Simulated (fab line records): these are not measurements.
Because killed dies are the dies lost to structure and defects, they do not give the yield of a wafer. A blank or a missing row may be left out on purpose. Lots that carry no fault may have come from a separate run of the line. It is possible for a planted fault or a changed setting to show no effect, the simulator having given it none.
fab line records + flow sky130
[record]
- lots = 5
- wafers = 15
- lastDay = 50
route steps=708 shown VIA2@527 METAL3@532 CAPM@537 PAD_OPEN@708
lots that met no fault: from a run of the same line without faults
startH: start of the lot's first displayed wafer, in hours after the record's first day + waitH: hours elapsed since this lot's preceding step + " as in the row above + L1.1+2: a row that stands for several wafers + - no value, or no start given + * or withheld: withheld + < > ~ a bound
route shown NAME@n: a module of which the file shows steps, and the number in the route of the first + usual: the fault-free wafers' mean and standard deviation + same: alike in all rows + chamber/n: place in a boat + sites: per-site readings + _std_site: the standard deviation of these + _edge_site: the outer-site mean with the inner-site mean subtracted + radiusMm: for every site, how far away it sits from the centre of the wafer + mask NAME#n: copy n + behind: tool/chamber where the wafer was last shaped + hold: what put the lot on hold/how long, in hours/how the hold closed + device: which transistor (n, p or np) failed to switch + end of line: tests of these same wafers at the route's end + a step given without rows: its recipe and nothing more + killed: dies lost to structure and defects at the first sort, not the wafer's yield + map: dies across one wafer; x = killed, . = not, _ = none there
set.NAME: the setting that was run; set.NAME@STEP: the one run at that earlier step + model.NAME: the simulator's own value behind a step, which no gauge read
lots at selected steps of the route; one table per step, one row per wafer
services: a tool's chamber out of use, with start hour (startH, from the record's first day; less than 0 if before it), hours out, and reason
[[steps]]
[step SKY_VIA2_SPUTTER_20]
[recipe]
- material = TiN
- targetThkNm = 20
- chamberPressurePa = 5
- powerW = 4000
- timeS = 80
[step SKY_VIA2_CVD_21]
[recipe]
- material = W
- targetThkNm = 420
- timeS = 126.4
- tempC = 400
- pressureTorr = 40
[step SKY_VIA2_CMP_24]
[recipe]
- stopOn = SiO2
- tOverpolishS = 20
- downForcePsi = 3.5
- platenRpm = 60
- targetThkNm = 0
- padVelocityMS = 0.94248
[step SKY_METAL3_SPUTTER_00]
[recipe]
- material = Ti
- targetThkNm = 15
- powerW = 3000
- timeS = 10
- chamberPressurePa = 0.4
[step SKY_METAL3_SPUTTER_01]
[recipe]
- material = TiN
- targetThkNm = 20
- powerW = 6500
- timeS = 16.7
- chamberPressurePa = 0.42
[step SKY_METAL3_SPUTTER_02]
[recipe]
- material = AlCu
- targetThkNm = 735
- powerW = 10600
- timeS = 39.1
- chamberPressurePa = 0.4
[step SKY_METAL3_SPUTTER_03]
[recipe]
- material = Ti
- targetThkNm = 5
- powerW = 3000
- timeS = 3.3
- chamberPressurePa = 0.4
[step SKY_METAL3_SPUTTER_04]
[recipe]
- material = TiN
- targetThkNm = 70
- powerW = 6500
- timeS = 58.3
- chamberPressurePa = 0.4
[step SKY_CAPM_CVD_00]
[recipe]
- material = SiO2
- targetThkNm = 15.5
- tempC = 400
- timeS = withheld
- rfW = 450
[step SKY_CAPM_SPUTTER_02]
[recipe]
- material = TiN
- targetThkNm = 200
- tempC = 300
- powerW = 6500
- timeS = 166.7
- chamberPressurePa = 0.4
[usual]
- susceptorTempC = 299.96/0.19
- throttleValvePct = 29.9/0.71
| lot.wafer | tool          | chamber | startH | waitH | susceptorTempC | throttleValvePct | model.TiN_of_CAPM_SPUTTER_02.thkNm |
|-----------|---------------|---------|--------|-------|----------------|------------------|------------------------------------|
| L102.3    | pvdSputter-04 | -       | 947.22 | 0.0   | 299.63         | 29.1             | 197.4                              |
| L102.4    | "             | -       | "      | "     | 299.81         | 30.1             | 196                                |
| L102.6    | "             | -       | "      | "     | 299.91         | 30.6             | 198.6                              |
| L103.1    | pvdSputter-04 | -       | 949.91 | 0.1   | 299.94         | 29.9             | 264.1                              |
| L103.2    | "             | -       | "      | "     | 299.83         | 28.8             | 263.2                              |
| L103.5    | "             | -       | "      | "     | 299.93         | 28.8             | 263.3                              |
| L105.4    | pvdSputter-04 | -       | 973.19 | 0.0   | 299.92         | 30.3             | 260.7                              |
| L105.5    | "             | -       | "      | "     | 300.16         | 30.2             | 261.6                              |
| L105.6    | "             | -       | "      | "     | 300.06         | 29.6             | 265                                |
| L107.1    | pvdSputter-04 | -       | 976.25 | 0.1   | 299.89         | 30.3             | 263.8                              |
| L107.2    | "             | -       | "      | "     | 300.06         | 30.0             | 262.9                              |
| L107.6    | "             | -       | "      | "     | 299.70         | 30.5             | 265.1                              |
| L109.1    | pvdSputter-01 | -       | 996.37 | 0.1   | 299.84         | 30.0             | 197.6                              |
| L109.2    | "             | -       | "      | "     | 300.07         | 29.9             | 198.5                              |
| L109.4    | "             | -       | "      | "     | 299.99         | 29.8             | 200.1                              |
[step SKY_CAPM_RS_MEAS_03]
[recipe]
- thkMeasGauge = four-point-probe
- reads = TiN_of_CAPM_SPUTTER_02
[usual]
- CAPM_TIN_RS = 6.92/0.069
| lot.wafer | tool         | chamber | startH | waitH | CAPM_TIN_RS[ohm/sq] |
|-----------|--------------|---------|--------|-------|---------------------|
| L102.3    | filmMetro-03 | -       | 947.37 | 0.1   | 7.00                |
| L102.4    | "            | -       | "      | "     | 7.06                |
| L102.6    | "            | -       | "      | "     | 6.97                |
| L103.1    | filmMetro-03 | -       | 950.02 | 0.1   | 5.21                |
| L103.2    | "            | -       | "      | "     | 5.22                |
| L103.5    | "            | -       | "      | "     | 5.22                |
| L105.4    | filmMetro-01 | -       | 973.36 | 0.1   | 5.27                |
| L105.5    | "            | -       | "      | "     | 5.24                |
| L105.6    | "            | -       | "      | "     | 5.18                |
| L107.1    | filmMetro-02 | -       | 976.36 | 0.1   | 5.21                |
| L107.2    | "            | -       | "      | "     | 5.22                |
| L107.6    | "            | -       | "      | "     | 5.19                |
| L109.1    | filmMetro-02 | -       | 996.48 | 0.1   | 7.00                |
| L109.2    | "            | -       | "      | "     | 6.97                |
| L109.4    | "            | -       | "      | "     | 6.91                |
[step SKY_CAPM_THK_MEAS_04]
[recipe]
- thkMeasGauge = xrf
- reads = TiN_of_CAPM_SPUTTER_02
[usual]
- CAPM_TIN_THK = 201.8/2.3
| lot.wafer | tool         | chamber | startH | waitH | CAPM_TIN_THK[nm] |
|-----------|--------------|---------|--------|-------|------------------|
| L102.3    | filmMetro-03 | -       | 947.47 | 0.1   | 198.7            |
| L102.4    | "            | -       | "      | "     | 198.5            |
| L102.6    | "            | -       | "      | "     | 200.4            |
| L103.1    | filmMetro-03 | -       | 950.14 | 0.1   | 266.4            |
| L103.2    | "            | -       | "      | "     | 266.5            |
| L103.5    | "            | -       | "      | "     | 267.3            |
| L105.4    | filmMetro-01 | -       | 973.45 | 0.1   | 262.8            |
| L105.5    | "            | -       | "      | "     | 263.8            |
| L105.6    | "            | -       | "      | "     | 268.0            |
| L107.1    | filmMetro-02 | -       | 976.48 | 0.1   | 270.5            |
| L107.2    | "            | -       | "      | "     | 267.7            |
| L107.6    | "            | -       | "      | "     | 271.6            |
| L109.1    | filmMetro-02 | -       | 996.60 | 0.1   | 202.0            |
| L109.2    | "            | -       | "      | "     | 202.3            |
| L109.4    | "            | -       | "      | "     | 203.2            |
[step SKY_CAPM_DEHYDRATE_05]
[recipe]
- tempC = 200
- timeS = 60
[step SKY_CAPM_HMDS_06]
[recipe]
- primeTimeS = 60
- primeTempC = 120
[step SKY_CAPM_COAT_07]
[recipe]
- resist = NOVOLAK
- spinRpm = 3000
- resistThkNm = 1140
[step SKY_CAPM_SOFTBAKE_08]
[recipe]
- tempC = 90
- timeS = 60
- resist = NOVOLAK
[step SKY_CAPM_EXPOSE_09]
[recipe]
- maskId = CAPM
- na = 0.6
- sourceShape = conventional
- sigmaOuter = 0.6
- polarization = unpolarized
- targetCdNm = 1000
- doseMj = 159
[step SKY_CAPM_PEB_10]
[recipe]
- tempC = withheld
- timeS = *
- resist = NOVOLAK
[step SKY_CAPM_DEVELOP_11]
[recipe]
- resist = NOVOLAK
- developer = TMAH
- developTimeS = 60
- devTempC = 23
[step SKY_CAPM_METAL_ETCH_13]
[recipe]
- targetDepthNm = 220
- stopOn = SiO2
- chemistry = Cl2/BCl3
- target = TiN
- pressureMtorr = 10
- icpW = 900
- biasW = 48.5
- Cl2_flow_sccm = 60
- bcl3FlowSccm = 30
- timeS = 62.9
[usual]
- drypumpMotorCurrentA = 5.7/0.32
- oesProductAu = 0.940/0.0074
- rfFwdPowerW = 892/3.8
- throttleValvePct = 21.901/0.01
| lot.wafer | tool        | chamber | startH  | waitH | drypumpMotorCurrentA | oesProductAu | rfFwdPowerW | rfHoursCounterH | throttleValvePct |
|-----------|-------------|---------|---------|-------|----------------------|--------------|-------------|-----------------|------------------|
| L102.3    | rieMetal-03 | 1       | 972.05  | 0.1   | 5.9                  | 0.931        | 889         | -               | 21.898           |
| L102.4    | "           | 1       | "       | "     | 5.9                  | 0.930        | 890         | -               | 21.909           |
| L102.6    | "           | 1       | "       | "     | 5.9                  | 0.945        | 895         | -               | 21.906           |
| L103.1    | rieMetal-02 | 1       | 973.57  | 0.0   | 5.4                  | 1.004        | 893         | 12              | 21.859           |
| L103.2    | "           | 0       | "       | "     | 6.2                  | 1.008        | 894         | 8               | 21.861           |
| L103.5    | "           | 1       | "       | "     | 5.3                  | 0.985        | 896         | -               | 21.870           |
| L105.4    | rieMetal-03 | 1       | 996.18  | 0.0   | 5.9                  | 1.004        | 888         | -               | 21.872           |
| L105.5    | "           | 1       | "       | "     | 5.9                  | 1.010        | 888         | -               | 21.864           |
| L105.6    | "           | 0       | "       | "     | 5.5                  | 1.001        | 890         | -               | 21.858           |
| L107.1    | rieMetal-04 | 0       | 998.95  | 0.0   | 6.1                  | 1.005        | 899         | 9               | 21.862           |
| L107.2    | "           | 1       | "       | "     | 5.3                  | 0.995        | 897         | 17              | 21.872           |
| L107.6    | "           | 0       | "       | "     | 6.1                  | 1.013        | 899         | -               | 21.867           |
| L109.1    | rieMetal-02 | 0       | 1019.22 | 0.0   | 6.2                  | 0.932        | 898         | 10              | 21.912           |
| L109.2    | "           | 1       | "       | "     | 5.4                  | 0.935        | 896         | 15              | 21.900           |
| L109.4    | "           | 0       | "       | "     | 6.1                  | 0.943        | 891         | -               | 21.911           |
[step SKY_CAPM_STRIP_14]
[recipe]
- chemistry = O2/N2
- powerW = 1400
- pressureMtorr = 1500
- platenTempC = withheld
- o2FlowSccm = 3000
- n2FlowSccm = 300
- overashFraction = 0.5
[step SKY_CAPM_STRIP_15]
[recipe]
- chemistry = postEtchResidueRemover
- timeS = 1229
- tempC = 72.5
| lot.wafer | tool        | chamber | startH  | waitH | model.TiN_of_CAPM_SPUTTER_02.thkNm |
|-----------|-------------|---------|---------|-------|------------------------------------|
| L102.3    | wetBench-04 | 2       | 972.26  | 0.0   | 196.9                              |
| L102.4    | "           | 2       | "       | "     | 195.6                              |
| L102.6    | "           | 2       | "       | "     | 198.2                              |
| L103.1    | wetBench-04 | 3       | 973.75  | 0.1   | 263.7                              |
| L103.2    | "           | 3       | "       | "     | 262.8                              |
| L103.5    | "           | 3       | "       | "     | 262.9                              |
| L105.4    | wetBench-01 | 2       | 996.33  | 0.0   | 260.2                              |
| L105.5    | "           | 2       | "       | "     | 261.2                              |
| L105.6    | "           | 2       | "       | "     | 264.6                              |
| L107.1    | wetBench-02 | 0       | 999.13  | 0.1   | 263.4                              |
| L107.2    | "           | 0       | "       | "     | 262.4                              |
| L107.6    | "           | 0       | "       | "     | 264.7                              |
| L109.1    | wetBench-02 | 1       | 1019.40 | 0.1   | 197.2                              |
| L109.2    | "           | 1       | "       | "     | 198.1                              |
| L109.4    | "           | 1       | "       | "     | 199.6                              |
[step SKY_CAPM_CLEAN_16]
[recipe]
- chemistry = IPA
- timeS = 180
- tempC = 25
[step SKY_PAD_OPEN_PROBE_99]
[usual]
- defectLimitedYield = 82.4/2
- killed_at_M0_to_M3 = 43/6.8
- killed_at_M4_up = 3.1/1.8
- killedAtContacts = 25/5.8
- killedAtFrontEnd = 15/4.2
- killedAtOther = 0.3/0.5
- killedDies = 87/9.7
- killedOnRim = 17/4.1
- killedOpen = 47/7.3
- killedShort = 39/6.6
- sort_bin_3_pad_short = 0.9/0.37
- sort_bin_5_function = 10.4/1.4
- sort_bin_6_memory = 6.3/1.1
- sortNPass = 405/9.7
- sortYieldPct = 82.4/2
[same]
- grossDies = 492
- killedAtBackSide = 0
- sort_bin_4_leakage[%] = 0
- sort_bin_8_speed[%] = 0
| lot.wafer | tool      | chamber | startH  | waitH | defectLimitedYield[%] | killed_at_M0_to_M3 | killed_at_M4_up | killedAtContacts | killedAtFrontEnd | killedAtOther | killedDies | killedOnRim | killedOpen | killedShort | sort_bin_3_pad_short[%] | sort_bin_5_function[%] | sort_bin_6_memory[%] | sortNPass | sortYieldPct[%] |
|-----------|-----------|---------|---------|-------|-----------------------|--------------------|-----------------|------------------|------------------|---------------|------------|-------------|------------|-------------|-------------------------|------------------------|----------------------|-----------|-----------------|
| L103.1    | prober-01 | -       | 1155.68 | 0.1   | 0                     | 52                 | 0               | 27               | 20               | 393           | 492        | 96          | 49         | 50          | 80.9                    | 10.4                   | 8.7                  | 0         | 0               |
| L103.2    | prober-01 | -       | 1155.73 | 0.1   | 0                     | 51                 | 1               | 21               | 18               | 401           | 492        | 96          | 51         | 41          | 82.1                    | 11.6                   | 6.3                  | 0         | 0               |
| L103.5    | prober-01 | -       | 1155.88 | 0.2   | 0                     | 59                 | 4               | 21               | 16               | 392           | 492        | 96          | 48         | 52          | 81.3                    | 11.0                   | 7.7                  | 0         | 0               |
| L105.4    | prober-01 | -       | 1173.89 | 0.2   | 0                     | 37                 | 1               | 20               | 17               | 417           | 492        | 96          | 42         | 34          | 85.2                    | 8.9                    | 5.9                  | 0         | 0               |
| L105.5    | prober-01 | -       | 1173.94 | 0.2   | 0                     | 34                 | 4               | 21               | 15               | 418           | 492        | 96          | 41         | 33          | 85.6                    | 8.7                    | 5.7                  | 0         | 0               |
| L105.6    | prober-01 | -       | 1173.99 | 0.2   | 0                     | 27                 | 5               | 18               | 11               | 431           | 492        | 96          | 35         | 26          | 88.0                    | 7.9                    | 4.1                  | 0         | 0               |
| L107.1    | prober-01 | -       | 1175.64 | 0.1   | 0                     | 48                 | 2               | 35               | 19               | 388           | 492        | 96          | 55         | 49          | 80.3                    | 13.2                   | 6.5                  | 0         | 0               |
| L107.2    | prober-01 | -       | 1175.69 | 0.1   | 0                     | 46                 | 1               | 24               | 15               | 406           | 492        | 96          | 40         | 47          | 82.7                    | 9.8                    | 7.5                  | 0         | 0               |
| L107.6    | prober-01 | -       | 1175.89 | 0.2   | 0                     | 36                 | 3               | 45               | 15               | 393           | 492        | 96          | 46         | 53          | 81.1                    | 12.6                   | 6.3                  | 0         | 0               |
| L109.1    | prober-02 | -       | 1189.90 | 0.1   | 82.5                  | 46                 | 3               | 27               | 10               | 0             | 86         | 23          | 54         | 32          | 1.2                     | 10.4                   | 5.9                  | 406       | 82.5            |
| L109.2    | prober-02 | -       | 1189.95 | 0.1   | 80.1                  | 54                 | 4               | 22               | 18               | 0             | 98         | 18          | 48         | 50          | 1.2                     | 11.4                   | 7.3                  | 394       | 80.1            |
| L109.4    | prober-02 | -       | 1190.05 | 0.2   | 82.3                  | 37                 | 5               | 19               | 24               | 2             | 87         | 18          | 45         | 42          | 0.8                     | 11.0                   | 5.9                  | 405       | 82.3            |
// killed by level:class
L103.1 CAPM:areaEtch=393 VIA1:geometricParticle:open=21 CONTACT:geometricParticle:open=7 FIELD_ISO:geometricParticle:short=6 LI_CONTACT:geometricParticle:open=6 LOCAL_INTERCONNECT:geometricParticle:short=6 CONTACT:geometricParticle:short=6 METAL1:geometricParticle:short=6
L103.2 CAPM:areaEtch=400 VIA1:geometricParticle:open=16 CONTACT:geometricParticle:open=8 VIA3:geometricParticle:open=7 POLY_GATE:geometricParticle:short=6 METAL1:geometricParticle:short=5 METAL2:geometricParticle:short=5 FIELD_ISO:geometricParticle:open=4
L103.5 CAPM:areaEtch=392 METAL2:geometricParticle:short=11 VIA1:geometricParticle:open=9 CONTACT:geometricParticle:open=9 FIELD_ISO:geometricParticle:short=8 VIA2:geometricParticle:open=8 METAL1:geometricParticle:short=7 METAL3:geometricParticle:short=5
L105.4 CAPM:areaEtch=416 METAL2:geometricParticle:short=7 VIA2:geometricParticle:open=7 VIA1:geometricParticle:open=5 LI_CONTACT:geometricParticle:open=5 CONTACT:geometricParticle:short=5 CONTACT:geometricParticle:open=5 VIA1:geometricParticle:short=5
L105.5 CAPM:areaEtch=418 VIA1:geometricParticle:open=7 LI_CONTACT:geometricParticle:open=7 VIA3:geometricParticle:open=7 FIELD_ISO:geometricParticle:short=5 CONTACT:geometricParticle:open=5 METAL3:geometricParticle:short=5 METAL2:geometricParticle:short=4
L105.6 CAPM:areaEtch=431 VIA2:geometricParticle:open=10 CONTACT:geometricParticle:open=7 FIELD_ISO:geometricParticle:open=5 METAL4:geometricParticle:short=5 LI_CONTACT:geometricParticle:open=3 LOCAL_INTERCONNECT:geometricParticle:short=3 VIA1:geometricParticle:open=3
L107.1 CAPM:areaEtch=388 LI_CONTACT:geometricParticle:open=10 CONTACT:geometricParticle:short=9 CONTACT:geometricParticle:open=9 VIA2:geometricParticle:open=9 VIA1:geometricParticle:open=8 VIA2:geometricParticle:short=6 POLY_GATE:geometricParticle:short=5
L107.2 CAPM:areaEtch=405 VIA1:geometricParticle:open=11 LI_CONTACT:geometricParticle:open=7 METAL1:geometricParticle:short=7 LI_CONTACT:geometricParticle:short=6 LOCAL_INTERCONNECT:geometricParticle:short=6 METAL2:geometricParticle:short=6 FIELD_ISO:geometricParticle:open=5
L107.6 CAPM:areaEtch=393 CONTACT:geometricParticle:open=17 LI_CONTACT:geometricParticle:open=9 METAL2:geometricParticle:short=8 METAL1:geometricParticle:short=7 POLY_GATE:geometricParticle:short=6 LI_CONTACT:geometricParticle:short=6 LOCAL_INTERCONNECT:geometricParticle:short=6
L109.1 CONTACT:geometricParticle:open=13 VIA1:geometricParticle:open=11 METAL1:geometricParticle:short=9 METAL2:geometricParticle:short=6 VIA3:geometricParticle:open=6 LOCAL_INTERCONNECT:geometricParticle:short=5 FIELD_ISO:geometricParticle:open=4 POLY_GATE:geometricParticle:open=4
L109.2 VIA1:geometricParticle:open=13 METAL2:geometricParticle:short=8 METAL1:geometricParticle:short=8 VIA3:geometricParticle:open=7 LI_CONTACT:geometricParticle:open=6 VIA1:geometricParticle:short=5 POLY_GATE:geometricParticle:open=5 POLY_GATE:geometricParticle:short=5
L109.4 VIA1:geometricParticle:open=10 FIELD_ISO:geometricParticle:short=6 POLY_GATE:geometricParticle:open=6 CONTACT:geometricParticle:open=6 VIA3:geometricParticle:open=6 FIELD_ISO:geometricParticle:open=5 LI_CONTACT:geometricParticle:open=5 CONTACT:geometricParticle:short=5
// map L103.1 (x killed, . not)
__________xxxxxxxxxx_________
________xxxxxxxxxxxxxx_______
______xxxxxxxxxxxxxxxxxx_____
_____xxxxxxxxxxxxxxxxxxxx____
____xxxxxxxxxxxxxxxxxxxxxx___
___xxxxxxxxxxxxxxxxxxxxxxxx__
__xxxxxxxxxxxxxxxxxxxxxxxxxx_
_xxxxxxxxxxxxxxxxxxxxxxxxxxxx
_xxxxxxxxxxxxxxxxxxxxxxxxxxxx
_xxxxxxxxxxxxxxxxxxxxxxxxxxxx
_xxxxxxxxxxxxxxxxxxxxxxxxxxxx
_xxxxxxxxxxxxxxxxxxxxxxxxxxxx
_xxxxxxxxxxxxxxxxxxxxxxxxxxxx
_xxxxxxxxxxxxxxxxxxxxxxxxxxxx
_xxxxxxxxxxxxxxxxxxxxxxxxxxxx
__xxxxxxxxxxxxxxxxxxxxxxxxxx_
___xxxxxxxxxxxxxxxxxxxxxxxx__
____xxxxxxxxxxxxxxxxxxxxxx___
_____xxxxxxxxxxxxxxxxxxxx____
______xxxxxxxxxxxxxxxxxx_____
________xxxxxxxxxxxxxx_______
__________xxxxxxxxxx_________
// map L105.4 (x killed, . not)
__________xxxxxxxxxx_________
________xxxxxxxxxxxxxx_______
______xxxxxxxxxxxxxxxxxx_____
_____xxxxxxxxxxxxxxxxxxxx____
____xxxxxxxxxxxxxxxxxxxxxx___
___xxxxxxxxxxxxxxxxxxxxxxxx__
__xxxxxxxxxxxxxxxxxxxxxxxxxx_
_xxxxxxxxxxxxxxxxxxxxxxxxxxxx
_xxxxxxxxxxxxxxxxxxxxxxxxxxxx
_xxxxxxxxxxxxxxxxxxxxxxxxxxxx
_xxxxxxxxxxxxxxxxxxxxxxxxxxxx
_xxxxxxxxxxxxxxxxxxxxxxxxxxxx
_xxxxxxxxxxxxxxxxxxxxxxxxxxxx
_xxxxxxxxxxxxxxxxxxxxxxxxxxxx
_xxxxxxxxxxxxxxxxxxxxxxxxxxxx
__xxxxxxxxxxxxxxxxxxxxxxxxxx_
___xxxxxxxxxxxxxxxxxxxxxxxx__
____xxxxxxxxxxxxxxxxxxxxxx___
_____xxxxxxxxxxxxxxxxxxxx____
______xxxxxxxxxxxxxxxxxx_____
________xxxxxxxxxxxxxx_______
__________xxxxxxxxxx_________
[[services]]
| tool          | chamber | startH  | hours | kind                  |
|---------------|---------|---------|-------|-----------------------|
| pvdSputter-04 | -       | 944.69  | 2.5   | repair                |
| rieMetal-03   | 0       | 961.59  | -     | clean                 |
| rieMetal-03   | 0       | 961.59  | 19.7  | scheduledDown         |
| rieMetal-03   | 0       | 961.59  | 19.7  | ventCycle             |
| pvdSputter-04 | 0       | 979.92  | -     | consumableReplace:kit |
| pvdSputter-04 | 0       | 979.92  | 18.0  | scheduledDown         |
| pvdSputter-04 | 0       | 979.92  | 18.0  | ventCycle             |
| rieMetal-04   | -       | 984.47  | 2.8   | pm                    |
| rieMetal-02   | -       | 988.84  | 0.4   | repair                |
| rieMetal-03   | -       | 1018.67 | 8.5   | repair                |
[[key]]
[firstSign]
- step = SKY_CAPM_RS_MEAS_03
- reading = CAPM_TIN_RS
- direction = down
- sigmas = 25
- usual = 6.92
- struck = 5.22
[effect]
- step = SKY_CAPM_THK_MEAS_04
- reading = CAPM_TIN_THK
- direction = up
- sigmas = 28
- usual = 201.8
- struck = 267.2
[effect]
- step = SKY_CAPM_METAL_ETCH_13
- reading = oesProductAu
- direction = up
- sigmas = 8.5
- usual = 0.940
- struck = 1.003
[effect]
- step = SKY_PAD_OPEN_PROBE_99
- reading = killedAtOther
- direction = up
- sigmas = 99+
- usual = 0.3
- struck = 404.3
[modelEffect]
- step = SKY_CAPM_SPUTTER_02
- value = TiN_of_CAPM_SPUTTER_02.thkNm
- without = 198.7
- struck = 263.3
[modelEffect]
- step = SKY_CAPM_STRIP_15
- value = TiN_of_CAPM_SPUTTER_02.thkNm
- without = 198.2
- struck = 262.9
[moreKillsBornAt]
- SKY_CAPM_METAL_ETCH_13@rieMetal-03 = 1265
- SKY_CAPM_METAL_ETCH_13@rieMetal-04 = 1186
- SKY_CAPM_METAL_ETCH_13@rieMetal-02 = 1185
metAt SKY_CAPM_SPUTTER_02
struckWafers L103.1,L103.2,L103.5,L105.4,L105.5,L105.6,L107.1,L107.2,L107.6
laterRowsLeftOut L103.1,L103.2,L103.5,L105.4,L105.5,L105.6,L107.1,L107.2,L107.6
onsetBetween 947.22 949.91
[fault]
- kind = processParameterDrift
- tool = pvdSputter-04
- chamber = -
- onsetH = 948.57
- steps = SKY_CAPM_SPUTTER_02
- channel = targetThkNm
- offset = 64.62
- shape = step
- endH = 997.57
- actsIn = theseRecipesOnly
- stated = 200
// laterRowsLeftOut: the simulator's readings of these wafers behind a module that went badly wrong aren't trusted and aren't shown, but for the sort
